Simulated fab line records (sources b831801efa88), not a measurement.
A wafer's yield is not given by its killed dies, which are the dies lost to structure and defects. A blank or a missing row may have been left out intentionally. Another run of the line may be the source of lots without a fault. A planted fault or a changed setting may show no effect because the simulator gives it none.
Problem report in the 8D (eight disciplines) form, filled by code :: flow sky130 :: the parts of the form that need people (team, actions taken, sign-off) are left out

1. WHAT IS WRONG
Mean VIA4_W_RS at SKY_VIA4_RS_MEAS_19: 0.2929 ohm/sq over 3 wafers in 2 lots; fault-free wafers: 0.2269 ohm/sq, standard deviation 0.0027. That is +24 standard deviations from the usual mean.
The step: measures by four-point-probe.
Seen first at day 44 10:45 on film-metro-03, wafer L116.5. The record holds 27 wafers of 9 lots with a number at this step. Rule for "out" (also "out of limits"): further than 4 standard deviations from the usual mean. The other wafers with a number count as sound.

2. WHAT IT IS AND WHAT IT IS NOT
question: which readings at this step
is: VIA4_W_RS
is not: -

question: which lots
is: L116, L117
is not: L110, L112, L127, L128, L130, L131, L132

question: which wafers of those lots
is: L116.5, L117.3, L117.6
is not: L116.1, L116.6, L117.2

question: read on which gauges
is: film-metro-02, film-metro-03
is not: film-metro-01

question: when
is: from day 44 10:45
is not: up to then (8 sound wafers); but 16 sound wafers of L117, L127, L128, L130, L131, L132 came after

3. WHAT RULES OUT EACH SUSPECT
Counting: a tool at a process step up to the reading stays a suspect if it ran every lot that is out. Sound lots after the first of them don't rule it out here, since some wafers of a struck lot are sound.
- the gauge at SKY_VIA4_RS_MEAS_19 is ruled out. The wafers that are out were read on 2 gauges (film-metro-02, film-metro-03).
- rie-metal-03 at SKY_CAP2M_METAL_ETCH_13 (etches TiN in Cl2/BCl3, stops on SiO2, target depth 220 nm, time 62.9 s): kept. It ran every lot that is out, first L116 (day 42 09:35); its last sound lot up to then is L110 (day 41 01:05).
- cvd-w-01 at SKY_VIA4_CVD_18 (deposits W, target thk 505 nm, time 152.14 s): kept. It ran every lot that is out, first L116 (day 44 10:35); its last sound lot up to then is L112 (day 43 07:37). Its own readings are out on those wafers: susceptor-temp-C.
- Within cvd-w-01 at SKY_VIA4_CVD_18: the wafers that are out ran in chamber 0; their sound lot-mates ran in chamber 1.
Left after counting: rie-metal-03 at SKY_CAP2M_METAL_ETCH_13, cvd-w-01 at SKY_VIA4_CVD_18.

4. THE CAUSE (what the simulator had put in)
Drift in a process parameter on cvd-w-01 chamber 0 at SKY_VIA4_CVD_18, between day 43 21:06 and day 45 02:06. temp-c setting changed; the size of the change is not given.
This tool is one of the 2 suspects left after counting.

5. THE CHAIN OF EFFECTS, in route order
Each row: a reading where the mean over the struck wafers with a number is more than 3 standard deviations away from the usual. Only readings for which the record gives a usual standard deviation are gone through. hours: the time from each lot's start at the first step in this table that gives one to its start at this step, as a median over the lots. sigmas: the change in usual standard deviations.
hours: 0
step: SKY_VIA4_CVD_18
reading: susceptor-temp-C
usual: 400.00 C
on struck wafers: 385.15
change: -14.85
sigmas: -67

hours: 0
step: SKY_VIA4_RS_MEAS_19
reading: VIA4_W_RS
usual: 0.2269 ohm/sq
on struck wafers: 0.2929
change: +0.0660
sigmas: +24

hours: 10
step: SKY_VIA4_THK_MEAS_20
reading: VIA4_W_THK
usual: 506 nm
on struck wafers: 395
change: -111
sigmas: -15

hours: 13
step: SKY_VIA4_CMP_21
reading: time-to-endpoint-s
usual: 124 s
on struck wafers: 95
change: -29
sigmas: -6.7
Process steps it contains:
- SKY_VIA4_CVD_18: deposits W, target thk 505 nm, time 152.14 s.
- SKY_VIA4_CMP_21: polishes, stops on SiO2, t overpolish 25 s, target thk 0 nm.

6. HOW IT WOULD HAVE BEEN CAUGHT EARLIER
In this record the first reading out of limits at a measuring or inspecting step was taken at day 44 10:45, 14 hours after the fault began at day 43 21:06.
The tool's own readings at SKY_VIA4_CVD_18 were out on every struck wafer that the step has a row for (susceptor-temp-C): an alarm limit on them would have fired on the first of those.
Among the 2 lots that are out, L117 began SKY_VIA4_CVD_18 on cvd-w-01 after day 44 10:45. A tool hold placed at that time would have kept it from harm.
